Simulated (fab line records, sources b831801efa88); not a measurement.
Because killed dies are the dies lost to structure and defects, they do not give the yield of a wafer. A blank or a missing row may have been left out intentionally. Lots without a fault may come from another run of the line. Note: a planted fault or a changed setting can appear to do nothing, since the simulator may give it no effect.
The tool behind it: which one? :: flow gf180mcu :: at 1 step of a route of 602, 7 lots with 21 wafers sampled

== WHAT THE GAUGES READ, wafer by wafer ==
GF_STI_THK_MEAS_22.
lot: L575
measured: day 2 15:44
on: film metro-04
STI_OXIDATION_01_THK (nm): 15.23 15.23 15.27

lot: L577
measured: day 3 00:23
on: film metro-04
STI_OXIDATION_01_THK (nm): 14.86 14.58 14.75

lot: L588
measured: day 5 08:41
on: film metro-01
STI_OXIDATION_01_THK (nm): 15.13 15.19 15.33

lot: L590
measured: day 5 22:40
on: film metro-01
STI_OXIDATION_01_THK (nm): 14.74 14.72 14.89

lot: L592
measured: day 6 12:21
on: film metro-03
STI_OXIDATION_01_THK (nm): 15.33 15.33 15.45

lot: L594
measured: day 6 17:46
on: film metro-01
STI_OXIDATION_01_THK (nm): 14.97 15.06 14.66

lot: L596
measured: day 7 03:39
on: film metro-01
STI_OXIDATION_01_THK (nm): 14.80 14.85 14.81

== TOOL THAT RAN EACH LOT (tool first, then ch and the chambers of the sampled wafers, then the start) ==
There is no process step in the record ahead of these readings.

== THE ANSWER, worked out from the rows above alone ==
Rule: usual is defined by the lots themselves. The widest of any qualifying gaps counts: lots, ordered by their means at a reading, are off when they make up no more than a third of the lots, leave a main group of 4 or more, and stand apart from it by 3 or more times the standard deviation of that group's means. A main group is skipped when, at the precision printed for the reading in the tables above, its means are all equal. Also off: a lot with no number at a reading for which 4 or more lots have one. Any other lot the step has rows for is counted as sound.
Nothing can be told from this: no lot is off at any reading shown.

== WHAT HAD BEEN PUT IN BY THE SIMULATOR ==
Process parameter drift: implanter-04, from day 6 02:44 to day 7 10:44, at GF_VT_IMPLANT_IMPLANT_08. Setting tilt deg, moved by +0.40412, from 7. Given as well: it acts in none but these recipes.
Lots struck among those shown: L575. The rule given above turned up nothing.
